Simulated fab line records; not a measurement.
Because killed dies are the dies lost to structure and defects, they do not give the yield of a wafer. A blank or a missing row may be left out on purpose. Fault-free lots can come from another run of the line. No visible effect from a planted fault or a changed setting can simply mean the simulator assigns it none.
One fault through the eyes of 2 desks ; flow sfqLine ; every desk sees just its own numbers, and what lay behind them comes last

== AT THE METROLOGY DESK ==
Lot by lot, what the gauges showed, no matter which tool ran the lot: averages of those sampled wafers that carry a number. A lot is out of limits, marked OUT, if its mean lies more than 4 standard deviations from the usual mean; the brackets give that distance.
Columns: A = I6_OVL at SFQ_I6_OVL_MEAS_942, usual -5 nm; B = M8_AU_THK at SFQ_M8_THK_MEAS_950, usual 184.5 nm
lot;first seen here;A;B
L371;day 78 15:28;-7;180.9
L372;day 78 22:41;-3;186.3
L374;day 80 05:16;-3;186.2
L375;day 80 08:52;3;185.1
L376;day 81 11:16;-6;184.6
L377;day 81 13:40;-4;184.8
L378;day 81 14:52;-3;183.9
L383;day 81 23:16;-5;185.7
L384;day 82 00:28;-7;183.9
L389;day 83 23:16;4;183.1
L390;day 84 00:28;-7;182.6
L391;day 84 02:52;-7;182.5
L392;day 84 05:16;-12;184.2
L393;day 84 06:28;-5;185.2
Result from this desk: across the 14 lots, nothing is out of limits.

== TOOL OWNER'S DESK, cmp-02 ==
The tool's own readings at SFQ_TRILAYER_I7_CMP_CMP_184 (polishes SiO2): means of the sampled wafers that have a number, for each lot that ran on this tool. A lot is out of limits, marked OUT, if its mean lies more than 4 standard deviations from the usual mean; the brackets give that distance.
Columns: A = motorCurrentA at SFQ_TRILAYER_I7_CMP_CMP_184, usual 9.7 A; B = timeToEndpointS at SFQ_TRILAYER_I7_CMP_CMP_184, usual 212 s
lot;first seen here;A;B
L372;day 79 23:50;10.1;216
L375;day 80 23:50;10.4;204
L376;day 81 16:58;10.4;207
L378;day 81 20:04;10.4;207
L383;day 82 05:40;10.4;206
L390;day 84 10:51;10.4;233
L391;day 84 13:51;10.3;237 (+4.0) OUT
This desk finds L391 out of limits, L391 being first, at day 84 13:51 (timeToEndpointS at SFQ_TRILAYER_I7_CMP_CMP_184). L372, L375, L376, L378, L383, L390 stayed within limits.

== PUT TOGETHER ==
The tool owner's desk could have raised an alarm at day 84 13:51, on L391.
Metrology desk: nothing out of limits seen.
The metrology desk has L391 on record, within its limits.
SFQ_TRILAYER_I7_CMP_CMP_184 was run on cmp-02 by each of the lots named.

== WHAT THE SIMULATOR HAD PUT IN ==
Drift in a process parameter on cmp-02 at SFQ_TRILAYER_I7_CMP_CMP_184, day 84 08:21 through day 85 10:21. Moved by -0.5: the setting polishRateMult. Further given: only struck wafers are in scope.
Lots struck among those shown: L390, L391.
Hours from the fault's start to each desk's first reading out of limits: the tool owner's desk, 6.
